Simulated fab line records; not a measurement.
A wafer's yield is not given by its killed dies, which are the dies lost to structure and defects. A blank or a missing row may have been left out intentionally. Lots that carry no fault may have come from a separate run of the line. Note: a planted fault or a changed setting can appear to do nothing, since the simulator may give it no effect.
Which tool was responsible?    flow sky130    11 lots, 32 wafers sampled, at 3 steps of a route of 708

== WHAT EACH GAUGE READ, for each wafer ==
SKY_METAL1_OVL_MEAS_16. Usual: METAL1_OVL typically reads -1 nm, with standard deviation 4.9.
lot   measured      on          METAL1_OVL (nm)  flag
L832  day 33 17:54  overlay-02  -1 1 2           
L834  day 34 05:06  overlay-02  0 2 6            
L837  day 34 22:42  overlay-02  -2 -4 -2         
L838  day 35 13:48  overlay-02  -5 3 -2          
L839  day 35 14:31  overlay-01  11 10 10         
L842  day 36 16:47  overlay-02  5 4 -3           
L844  day 37 03:56  overlay-01  -2 -2            
L845  day 37 13:18  overlay-01  0 -6 -5          
L851  day 39 00:26  overlay-01  -6 -5 4          
L852  day 39 02:36  overlay-01  -3 -9 -4         
L853  day 39 13:23  overlay-01  -11 -8 -7        

SKY_VIA1_BOW_MEAS_03. Usual: VIA1_BOW typically reads 80 um, with standard deviation 7.
lot   measured      on             VIA1_BOW (um)  flag
L832  day 33 19:23  film metro-01  80 76 79       
L834  day 34 06:29  film metro-04  76 88 76       
L837  day 35 00:10  film metro-01  94 79 92       
L838  day 35 15:09  film metro-01  79 82 89       
L839  day 35 15:52  film metro-01  93 75 87       
L842  day 36 18:08  film metro-02  78 93 83       
L844  day 37 05:16  film metro-01  77 83          
L845  day 37 14:38  film metro-01  70 82 82       
L851  day 39 01:50  film metro-02  89 78 76       
L852  day 39 04:01  film metro-02  78 77 77       
L853  day 39 14:40  film metro-04  73 76 87       

SKY_VIA1_THK_MEAS_23: measures by xrf. Usual: VIA1_W_THK typically reads 272 nm, with standard deviation 5.1.
lot   measured      on             VIA1_W_THK (nm)  flag
L832  day 34 22:31  film metro-04  262 261 263      
L834  day 35 09:54  film metro-02  276 274 273      
L837  day 36 02:38  film metro-01  275 273 269      
L838  day 36 17:19  film metro-01  272 271 270      
L839  day 36 19:18  film metro-02  269 267 274      
L842  day 37 21:15  film metro-04  263 264 262      
L844  day 38 07:38  film metro-02  266 271          
L845  day 38 17:04  film metro-02  269 272 270      
L851  day 40 04:19  film metro-02  277 276 273      
L852  day 40 06:18  film metro-04  269 271 273      
L853  day 40 16:41  film metro-01  280 281 279      

== TOOL THAT RAN EACH LOT (tool first, then ch and the chambers of the sampled wafers, then the start) ==
There is no process step in the record ahead of these readings.

== AS READ BY THE TOOLS THEMSELVES (means over the sampled wafers that have a number; for cases with no such wafer, the mark the record gives instead) ==
The record holds no such reading with a usual standard deviation.

== THE ANSWER, worked out from the rows above alone ==
Rule: take the mean of a lot's wafers that have a number; if it is more than 3 standard deviations from the usual mean, the lot is off. Also off: a lot with no number at a reading for which 4 or more lots have one. The other lots that the step has rows for count as sound. The gauges are gone through in route order, then the tools' own readings, and for those a lot's mean is taken as printed above. At the first step where some lot is off, the reading lying furthest off is the one used; lots without a number count as furthest.
Across all readings shown, no lot is off: no conclusion can be drawn from this.

== WHAT HAD BEEN PUT IN BY THE SIMULATOR ==
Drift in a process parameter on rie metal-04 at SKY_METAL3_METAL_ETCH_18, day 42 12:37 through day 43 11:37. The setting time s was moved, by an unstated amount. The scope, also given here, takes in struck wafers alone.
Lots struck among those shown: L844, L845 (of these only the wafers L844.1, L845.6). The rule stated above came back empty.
